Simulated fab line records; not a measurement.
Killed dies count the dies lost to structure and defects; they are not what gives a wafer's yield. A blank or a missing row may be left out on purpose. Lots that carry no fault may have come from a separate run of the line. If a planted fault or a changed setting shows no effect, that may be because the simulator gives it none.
fab line records	flow sky130
record: lots: 6	wafers: 18	last-day: 50
route steps=708 shown LDD_P@263 LDD_HVN@267 PAD_OPEN@708
lots that met no fault: taken from a fault-free run of the same line
start-h: start of the lot's first displayed wafer, in hours after the record's first day	wait-h: how many hours have passed since the lot's step before this one	" the same as in the row above	L1.1+2: one row covering several wafers at once	- no value present, or no start provided	* or withheld: withheld	< > ~ a bound
route shown NAME@n: a module of which the file shows steps, and the number in the route of the first	usual: mean/standard deviation of fault-free wafers	same: alike in all rows	chamber/n: place in a boat	sites: each site's reading	_std_site: their standard deviation	_edge_site: mean of outer sites minus mean of inner sites	radius-mm: how far each site lies from the wafer's centre	mask NAME#n: copy n	behind: the most recent tool/chamber to have shaped the wafer	hold: cause of the lot's hold/its duration in hours/its outcome	device: the n, p or np transistor that did not switch	end of line: tests of these same wafers at the route's end	where a step has no rows: the recipe by itself	killed: not the wafer's yield, but the dies lost to structure and defects at the first sort	map: per-die view of a wafer (x killed, . not killed, _ where there is no die)
set.NAME: the setting the step ran with; set.NAME@STEP: the setting that earlier step ran with	model.NAME: the simulator's own value behind a step, which no gauge read
lots at some steps of the route; a table a step, a row a wafer
services: from which hour (start-h, from the record's first day; less than 0 if before it) a tool's chamber was out of use, for how many hours, and why
== steps ==
step: SKY_LDD_P_OVL_MEAS_08
usual: LDD_P_OVL: -1.0/1.5
lot.wafer	tool	chamber	start-h	wait-h	LDD_P_OVL[nm]
L593.1	overlay-01	-	456.53	0.1	-1.3
L593.3	"	-	"	"	0.4
L593.5	"	-	"	"	-0.6
L596.3	overlay-02	-	483.74	0.1	-0.9
L596.4	"	-	"	"	-1.6
L596.6	"	-	"	"	-1.6
L597.1	overlay-01	-	496.13	0.1	-1.0
L597.3	"	-	"	"	-2.2
L597.5	"	-	"	"	-1.0
L605.1	overlay-02	-	571.18	0.1	2.6
L605.5	"	-	"	"	1.8
L605.6	"	-	"	"	1.6
L608.2	overlay-02	-	584.78	0.1	-1.4
L608.5	"	-	"	"	1.6
L608.6	"	-	"	"	0.3
L613.1	overlay-02	-	629.28	0.1	-1.5
L613.3	"	-	"	"	-1.4
L613.5	"	-	"	"	-1.9
step: SKY_LDD_P_IMPLANT_09
recipe: species: BF2	energy-kev: 25	dose-cm2: 1e+13	tilt-deg: withheld
step: SKY_LDD_P_STRIP_10
recipe: chemistry: O2/N2	power-w: 1400	pressure-mtorr: 1500	platen-temp-c: withheld	o2-flow-sccm: 3000	n2-flow-sccm: 300	overash-fraction: 0.5
usual: drypump-motor-current-A: 5.7/0.56	n2-flow-sccm: 300.0/0.79	oes-product-au: 0.716/0.0047	strip-time-to-endpoint-s: 14.17/0.038
lot.wafer	tool	chamber	start-h	wait-h	drypump-motor-current-A	n2-flow-sccm	oes-product-au	rf-hours-counter-h	strip-time-to-endpoint-s
L593.1	plasma-asher-02	1	456.71	0.1	6.4	300.7	0.713	72	14.16
L593.3	"	1	"	"	6.4	299.5	0.718	-	14.16
L593.5	"	0	"	"	5.1	301.5	0.716	-	14.18
L596.3	plasma-asher-01	1	483.95	0.1	5.3	301.0	0.720	-	14.16
L596.4	"	0	"	"	6.1	299.1	0.710	-	14.18
L596.6	"	1	"	"	5.3	300.5	0.720	-	14.17
L597.1	plasma-asher-03	1	496.31	0.1	6.3	299.5	0.712	40	14.17
L597.3	"	0	"	"	5.2	301.4	0.709	-	14.19
L597.5	"	1	"	"	6.3	300.5	0.719	-	14.11
L605.1	plasma-asher-03	0	571.36	0.1	5.2	299.9	0.716	47	14.22
L605.5	"	0	"	"	5.2	300.3	0.716	-	14.21
L605.6	"	1	"	"	6.3	300.0	0.722	-	14.22
L608.2	plasma-asher-02	0	584.96	0.1	5.1	301.4	0.711	86	14.17
L608.5	"	1	"	"	6.4	300.0	0.726	-	14.18
L608.6	"	0	"	"	5.1	300.8	0.709	-	14.24
L613.1	plasma-asher-02	0	629.46	0.1	5.1	299.0	0.715	90	14.21
L613.3	"	0	"	"	5.1	301.1	0.713	-	14.19
L613.5	"	0	"	"	5.1	299.5	0.722	-	14.18
step: SKY_LDD_P_TW_MEAS_11
usual: LDD_P_TW: 634/7.4
lot.wafer	tool	chamber	start-h	wait-h	LDD_P_TW
L593.1	film-metro-03	-	456.81	0.1	645
L593.3	"	-	"	"	644
L593.5	"	-	"	"	644
L596.3	film-metro-04	-	484.03	0.1	629
L596.4	"	-	"	"	633
L596.6	"	-	"	"	627
L597.1	film-metro-04	-	496.41	0.1	629
L597.3	"	-	"	"	627
L597.5	"	-	"	"	628
L605.1	film-metro-03	-	571.46	0.1	638
L605.5	"	-	"	"	638
L605.6	"	-	"	"	635
L608.2	film-metro-02	-	585.07	0.1	632
L608.5	"	-	"	"	632
L608.6	"	-	"	"	629
L613.1	film-metro-02	-	629.56	0.1	630
L613.3	"	-	"	"	629
L613.5	"	-	"	"	626
step: SKY_LDD_HVN_DEHYDRATE_00
recipe: temp-c: 200	time-s: 60
step: SKY_LDD_HVN_HMDS_01
recipe: prime-time-s: 60	prime-temp-c: 120
step: SKY_LDD_HVN_COAT_02
recipe: resist: NOVOLAK	spin-rpm: 3000	resist-thk-nm: 300
step: SKY_LDD_HVN_SOFTBAKE_03
recipe: temp-c: 90	time-s: 60	resist: NOVOLAK
step: SKY_LDD_HVN_EXPOSE_04
recipe: mask-id: HVNTM	na: 0.6	source-shape: conventional	sigma-outer: 0.6	polarization: unpolarized	target-cd-nm: 700	dose-mj: 127
step: SKY_LDD_HVN_PEB_05
recipe: temp-c: withheld	time-s: *	resist: NOVOLAK
step: SKY_LDD_HVN_DEVELOP_06
recipe: resist: NOVOLAK	developer: TMAH	develop-time-s: 60	dev-temp-c: 23
step: SKY_LDD_HVN_OVL_MEAS_07
usual: LDD_HVN_OVL: -0.7/1.4
lot.wafer	tool	chamber	start-h	wait-h	LDD_HVN_OVL[nm]
L593.1	overlay-01	-	488.01	0.1	-1.2
L593.3	"	-	"	"	-1.1
L593.5	"	-	"	"	-0.4
L596.3	overlay-01	-	515.02	0.1	-1.7
L596.4	"	-	"	"	-1.3
L596.6	"	-	"	"	-0.5
L597.1	overlay-02	-	526.01	0.1	1.7
L597.3	"	-	"	"	0.5
L597.5	"	-	"	"	2.2
L605.1	overlay-01	-	600.61	0.1	-1.9
L605.5	"	-	"	"	-0.9
L605.6	"	-	"	"	-2.1
L608.2	overlay-01	-	613.97	0.1	0.9
L608.5	"	-	"	"	-1.2
L608.6	"	-	"	"	-1.2
L613.1	overlay-01	-	657.13	0.1	0.2
L613.3	"	-	"	"	-0.9
L613.5	"	-	"	"	0.5
step: SKY_LDD_HVN_IMPLANT_08
recipe: species: P	energy-kev: 60	dose-cm2: 3e+13	tilt-deg: 40
usual: dose-ions-cm2: 3e+13/3.2e+10	faraday-current-uA: 169/3.6
lot.wafer	tool	chamber	start-h	wait-h	dose-ions-cm2	faraday-current-uA
L593.1	implanter-04	0	488.04	0.0	2.016e+13	116
L593.3	"	0	"	"	2.02e+13	115
L593.5	"	0	"	"	2.01e+13	109
L596.3	implanter-04	0	515.09	0.1	2.02e+13	115
L596.4	"	0	"	"	2.014e+13	113
L596.6	"	0	"	"	2.01e+13	112
L597.1	implanter-03	0	526.04	0.0	3.004e+13	176
L597.3	"	0	"	"	3.003e+13	172
L597.5	"	0	"	"	3.002e+13	171
L605.1	implanter-02	0	600.67	0.1	3.004e+13	171
L605.5	"	0	"	"	2.999e+13	173
L605.6	"	0	"	"	2.997e+13	174
L608.2	implanter-03	0	614.03	0.0	3.006e+13	165
L608.5	"	0	"	"	3.001e+13	178
L608.6	"	0	"	"	3.003e+13	166
L613.1	implanter-04	0	657.16	0.0	2.998e+13	171
L613.3	"	0	"	"	3e+13	167
L613.5	"	0	"	"	2.997e+13	164
step: SKY_LDD_HVN_STRIP_09
recipe: chemistry: O2/N2	power-w: 1400	pressure-mtorr: 1500	platen-temp-c: withheld	o2-flow-sccm: 3000	n2-flow-sccm: 300	overash-fraction: 0.5
usual: drypump-motor-current-A: 5.7/0.48	n2-flow-sccm: 299.9/0.94	oes-product-au: 0.409/0.005	strip-time-to-endpoint-s: 4.130/0.014
lot.wafer	tool	chamber	start-h	wait-h	drypump-motor-current-A	n2-flow-sccm	oes-product-au	rf-hours-counter-h	strip-time-to-endpoint-s
L593.1	plasma-asher-01	0	488.19	0.1	6.1	300.8	0.409	68	4.129
L593.3	"	1	"	"	5.2	300.5	0.410	-	4.137
L593.5	"	0	"	"	6.1	300.3	0.409	-	4.122
L596.3	plasma-asher-01	1	515.23	0.1	5.2	299.7	0.406	-	4.126
L596.4	"	0	"	"	6.1	299.1	0.409	-	4.130
L596.6	"	0	"	"	6.1	298.8	0.412	-	4.117
L597.1	plasma-asher-04	0	526.19	0.1	5.9	300.8	0.405	8	4.126
L597.3	"	0	"	"	5.9	299.1	0.410	-	4.108
L597.5	"	0	"	"	5.9	300.2	0.404	-	4.134
L605.1	plasma-asher-01	1	600.82	0.1	5.2	300.5	0.403	78	4.130
L605.5	"	1	"	"	5.2	300.2	0.419	-	4.097
L605.6	"	0	"	"	6.1	299.9	0.405	-	4.134
L608.2	plasma-asher-02	0	614.15	0.1	5.1	300.6	0.400	89	4.126
L608.5	"	0	"	"	5.1	301.1	0.406	-	4.123
L608.6	"	1	"	"	6.4	300.0	0.401	-	4.126
L613.1	plasma-asher-04	0	657.31	0.1	5.9	300.1	0.411	20	4.114
L613.3	"	0	"	"	5.9	300.7	0.419	-	4.116
L613.5	"	1	"	"	5.7	299.6	0.410	-	4.117
step: SKY_LDD_HVN_TW_MEAS_10
usual: LDD_HVN_TW: 1441/16
lot.wafer	tool	chamber	start-h	wait-h	hold	LDD_HVN_TW
L593.1	film-metro-03	-	488.29	0.1	await-dispo/0.2h/release	1279
L593.3	"	-	"	"	await-dispo/0.2h/release	1282
L593.5	"	-	"	"	await-dispo/0.2h/release	1271
L593.1	film-metro-03	-	488.52	0.2	-	1284
L593.3	"	-	"	"	-	1280
L593.5	"	-	"	"	-	1275
L596.3	film-metro-04	-	515.31	0.1	await-dispo/0.2h/release	1253
L596.4	"	-	"	"	await-dispo/0.2h/release	1256
L596.6	"	-	"	"	await-dispo/0.2h/release	1249
L596.3	film-metro-04	-	515.54	0.2	-	1245
L596.4	"	-	"	"	-	1250
L596.6	"	-	"	"	-	1246
L597.1	film-metro-01	-	526.29	0.1	-	1437
L597.3	"	-	"	"	-	1442
L597.5	"	-	"	"	-	1441
L605.1	film-metro-03	-	600.92	0.1	-	1457
L605.5	"	-	"	"	-	1466
L605.6	"	-	"	"	-	1469
L608.2	film-metro-01	-	614.26	0.1	-	1450
L608.5	"	-	"	"	-	1448
L608.6	"	-	"	"	-	1447
L613.1	film-metro-03	-	657.41	0.1	-	1447
L613.3	"	-	"	"	-	1448
L613.5	"	-	"	"	-	1453
step: SKY_PAD_OPEN_PROBE_99
usual: killed_at_M0_to_M3: 42/6.8	killed_at_M4_up: 3.2/1.8	killed-at-contacts: 25/5.4	killed-at-front-end: 15/4.5	killed-at-other: 0.3/0.56	killed-dies: 85/9.7	killed-open: 46/7.1	killed-short: 39/6.5
same: gross-dies: 492	killed-at-back-side: 0
lot.wafer	tool	chamber	start-h	wait-h	killed_at_M0_to_M3	killed_at_M4_up	killed-at-contacts	killed-at-front-end	killed-at-other	killed-dies	killed-open	killed-short	model.etest.tip_n_5v.rs-ohm-sq	model.etest.nfet-g5v0d10v5.r-on-ohm-um	model.etest.nfet-g5v0d10v5.drive-ua-um	model.etest.tip_n_5v.rs-ohm-sq-range	model.etest.nfet_05v0_nvt.drive-ua-um	model.etest.ring_5v.delay-ps	model.etest.nfet-g5v0d10v5.vt-sat-v	model.etest.nfet-g5v0d10v5.vt-v
L593.1	prober-02	-	1094.63	0.1	53	2	21	22	0	98	53	45	1843	1951	590.9	60.87	574.1	45.43	0.7928	0.839
L593.3	prober-02	-	1094.73	0.2	42	4	33	7	0	86	48	38	1827	1912	599.9	38.17	581	45.14	0.781	0.825
L593.5	prober-02	-	1094.83	0.2	48	3	35	11	0	97	50	47	1845	1928	601.3	49.22	571.7	45.17	0.7763	0.8233
L596.3	prober-01	-	1109.42	0.2	39	6	23	20	2	90	44	46	1841	1964	580.8	45.71	562.5	45.19	0.7881	0.8333
L596.4	prober-01	-	1109.47	0.2	38	7	29	19	0	93	53	40	1836	1945	584.3	51.7	558.5	45.24	0.7828	0.831
L596.6	prober-01	-	1109.57	0.2	48	2	21	12	0	83	51	32	1836	1951	589	47.27	565.5	45.35	0.7751	0.8201
L597.1	prober-02	-	1117.68	0.1	46	3	20	17	0	86	47	39	1396	1918	592.5	27.56	569	44.85	0.7651	0.8217
L597.3	prober-02	-	1117.78	0.2	36	1	28	15	1	81	43	38	1388	1903	604	24.34	579.1	44.85	0.7601	0.8189
L597.5	prober-02	-	1117.88	0.2	40	5	22	10	1	78	35	43	1396	1931	597.1	26.35	571.8	44.78	0.771	0.8273
L605.1	prober-01	-	1170.98	0.1	43	1	19	11	0	74	43	31	1408	1864	603.9	43.33	574.8	44.45	0.7756	0.8332
L605.5	prober-01	-	1171.18	0.2	40	4	20	21	0	85	49	36	1401	1870	609	24.91	579.9	44.35	0.766	0.8246
L605.6	prober-01	-	1171.23	0.2	37	6	19	15	0	77	40	37	1401	1883	594.4	31.78	567.9	44.91	0.7745	0.8302
L608.2	prober-01	-	1174.33	0.1	42	3	28	19	1	93	58	35	1379	1881	605.1	23.21	577.9	45.02	0.7668	0.8222
L608.5	prober-01	-	1174.48	0.2	41	2	20	22	0	85	50	35	1377	1881	614.4	21.02	584.4	44.28	0.756	0.8147
L608.6	prober-01	-	1174.53	0.2	47	2	27	14	1	91	56	35	1380	1869	615.4	13.85	581.8	44.29	0.7731	0.8295
L613.1	prober-01	-	1197.39	0.1	39	3	28	15	1	86	42	42	1359	1876	608	27.82	578	44.39	0.7576	0.8211
L613.3	prober-01	-	1197.49	0.2	40	0	23	18	4	85	46	35	1358	1871	601.5	23.05	573.6	44.43	0.7628	0.8274
L613.5	prober-01	-	1197.59	0.2	43	1	19	23	0	86	41	45	1354	1850	612.3	23.26	577.8	43.93	0.7584	0.8207
killed by level:class
L593.1 VIA1:geometric-particle:open=10 METAL2:geometric-particle:short=10 CONTACT:geometric-particle:open=8 VIA2:geometric-particle:open=8 VIA1:geometric-particle:short=8 SPACER:geometric-particle:open=6 LI_CONTACT:geometric-particle:open=6 POLY_GATE:geometric-particle:short=5
L593.3 CONTACT:geometric-particle:open=15 METAL2:geometric-particle:short=12 LI_CONTACT:geometric-particle:open=9 VIA1:geometric-particle:open=8 CONTACT:geometric-particle:short=5 VIA2:geometric-particle:open=5 METAL4:geometric-particle:short=4 VIA3:geometric-particle:open=4
L593.5 LI_CONTACT:geometric-particle:open=13 METAL2:geometric-particle:short=11 CONTACT:geometric-particle:open=10 VIA1:geometric-particle:open=7 VIA2:geometric-particle:open=5 VIA3:geometric-particle:open=5 FIELD_ISO:geometric-particle:short=4 LI_CONTACT:geometric-particle:short=4
L596.3 LI_CONTACT:geometric-particle:open=8 FIELD_ISO:geometric-particle:short=7 CONTACT:geometric-particle:open=6 VIA2:geometric-particle:short=6 METAL1:geometric-particle:short=6 VIA1:geometric-particle:open=6 VIA2:geometric-particle:open=6 FIELD_ISO:geometric-particle:open=5
L596.4 CONTACT:geometric-particle:short=12 CONTACT:geometric-particle:open=11 VIA1:geometric-particle:open=9 FIELD_ISO:geometric-particle:open=8 VIA3:geometric-particle:open=7 FIELD_ISO:geometric-particle:short=5 LI_CONTACT:geometric-particle:open=4 METAL2:geometric-particle:short=4
L596.6 LI_CONTACT:geometric-particle:open=9 VIA1:geometric-particle:open=9 CONTACT:geometric-particle:open=8 VIA2:geometric-particle:open=6 METAL1:geometric-particle:short=6 VIA3:geometric-particle:short=6 VIA3:geometric-particle:open=5 FIELD_ISO:geometric-particle:open=3
L597.1 VIA3:geometric-particle:open=10 METAL1:geometric-particle:short=8 CONTACT:geometric-particle:open=7 FIELD_ISO:geometric-particle:open=6 VIA1:geometric-particle:open=6 VIA1:geometric-particle:short=6 LI_CONTACT:geometric-particle:short=5 LI_CONTACT:geometric-particle:open=5
L597.3 LI_CONTACT:geometric-particle:open=12 FIELD_ISO:geometric-particle:open=6 VIA1:geometric-particle:open=6 METAL2:geometric-particle:short=6 LOCAL_INTERCONNECT:geometric-particle:short=6 VIA3:geometric-particle:open=5 CONTACT:geometric-particle:open=5 FIELD_ISO:geometric-particle:short=4
L597.5 METAL1:geometric-particle:short=7 VIA2:geometric-particle:short=7 LI_CONTACT:geometric-particle:open=6 CONTACT:geometric-particle:open=6 CONTACT:geometric-particle:short=5 VIA1:geometric-particle:open=5 VIA3:geometric-particle:short=5 FIELD_ISO:geometric-particle:short=4
L605.1 VIA1:geometric-particle:open=12 CONTACT:geometric-particle:open=6 VIA3:geometric-particle:open=6 CONTACT:geometric-particle:short=6 VIA2:geometric-particle:open=6 LI_CONTACT:geometric-particle:open=5 METAL1:geometric-particle:short=5 VIA1:geometric-particle:short=4
L605.5 VIA2:geometric-particle:open=11 POLY_GATE:geometric-particle:open=7 LI_CONTACT:geometric-particle:open=7 VIA1:geometric-particle:open=6 METAL1:geometric-particle:short=6 VIA3:geometric-particle:open=6 FIELD_ISO:geometric-particle:short=5 LOCAL_INTERCONNECT:geometric-particle:short=5
L605.6 VIA3:geometric-particle:open=8 CONTACT:geometric-particle:short=6 CONTACT:geometric-particle:open=6 VIA2:geometric-particle:open=6 POLY_GATE:geometric-particle:short=5 FIELD_ISO:geometric-particle:short=4 LI_CONTACT:geometric-particle:open=4 METAL4:geometric-particle:short=4
L608.2 FIELD_ISO:geometric-particle:open=14 LI_CONTACT:geometric-particle:open=12 VIA1:geometric-particle:open=10 METAL2:geometric-particle:short=8 CONTACT:geometric-particle:open=8 VIA3:geometric-particle:open=4 CONTACT:geometric-particle:short=4 METAL1:geometric-particle:short=4
L608.5 VIA1:geometric-particle:open=9 CONTACT:geometric-particle:open=8 VIA2:geometric-particle:open=8 METAL1:geometric-particle:short=7 LI_CONTACT:geometric-particle:open=6 FIELD_ISO:geometric-particle:open=5 METAL2:geometric-particle:short=5 POLY_GATE:geometric-particle:open=4
L608.6 CONTACT:geometric-particle:open=11 LI_CONTACT:geometric-particle:open=10 VIA2:geometric-particle:open=8 METAL1:geometric-particle:short=8 VIA1:geometric-particle:open=7 FIELD_ISO:geometric-particle:open=6 METAL2:geometric-particle:short=4 VIA2:geometric-particle:short=4
L613.1 LI_CONTACT:geometric-particle:open=10 CONTACT:geometric-particle:open=7 VIA1:geometric-particle:open=7 FIELD_ISO:geometric-particle:short=6 CONTACT:geometric-particle:short=6 METAL2:geometric-particle:short=5 VIA3:geometric-particle:open=5 POLY_GATE:geometric-particle:short=4
L613.3 VIA2:geometric-particle:open=9 VIA1:geometric-particle:open=9 CONTACT:geometric-particle:short=7 CONTACT:geometric-particle:open=7 POLY_GATE:geometric-particle:short=6 VIA3:geometric-particle:open=6 METAL2:geometric-particle:short=5 FIELD_ISO:geometric-particle:open=4
L613.5 POLY_GATE:geometric-particle:short=8 CONTACT:geometric-particle:open=7 METAL1:geometric-particle:short=7 VIA3:geometric-particle:open=7 VIA1:geometric-particle:open=6 VIA1:geometric-particle:short=5 FIELD_ISO:geometric-particle:short=4 FIELD_ISO:geometric-particle:open=4
== services ==
tool	chamber	start-h	hours	kind
plasma-asher-01	-	466.19	2.4	repair
plasma-asher-04	-	483.96	14.6	pm
implanter-04	-	483.97	2.9	pm
plasma-asher-01	-	493.01	11.0	repair
implanter-03	-	493.84	1.6	repair
implanter-04	-	516.77	1.1	repair
implanter-04	-	530.60	0.6	repair
implanter-03	-	535.65	5.3	pm
implanter-04	-	541.00	16.7	pm
implanter-02	-	569.21	3.7	repair
implanter-02	-	572.05	3.3	repair
implanter-04	-	572.44	2.6	repair
implanter-04	-	596.26	6.4	pm
plasma-asher-04	-	612.39	9.5	repair
plasma-asher-01	-	612.99	1.9	repair
plasma-asher-03	-	617.43	2.5	repair
plasma-asher-03	-	624.39	2.8	pm
implanter-02	-	639.32	4.3	pm
implanter-02	-	643.61	1.9	pm
== key ==
first-sign: step: SKY_LDD_HVN_IMPLANT_08	reading: dose-ions-cm2	direction: down	sigmas: 99+	usual: *	struck: *
effect: step: SKY_LDD_HVN_IMPLANT_08	reading: faraday-current-uA	direction: down	sigmas: 16	usual: 169	struck: 113
effect: step: SKY_LDD_HVN_TW_MEAS_10	reading: visit	direction: added
effect: step: SKY_LDD_HVN_TW_MEAS_10	reading: LDD_HVN_TW	direction: down	sigmas: 11	usual: 1441	struck: 1265
model-effect: step: SKY_PAD_OPEN_PROBE_99	value: etest.tip_n_5v.rs-ohm-sq	without: 1354	struck: 1838
met-at SKY_LDD_HVN_IMPLANT_08
struck-wafers L593.1,L593.3,L593.5,L596.3,L596.4,L596.6
tester-left-out L593,L596
fault: kind: process-parameter-drift	tool: implanter-04	chamber: -	onset-h: 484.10	steps: SKY_LDD_HVN_IMPLANT_08	channel: dose-cm2	offset: *	shape: step	end-h: 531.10	acts-in: *	stated: *
tester-left-out: of these lots the tester's yield and bins aren't shown, on N5 and GAA mostly nor the transistor test; their killed dies are dies lost to structure and defects alone, not to doping, threshold or leakage, so they don't give the yield
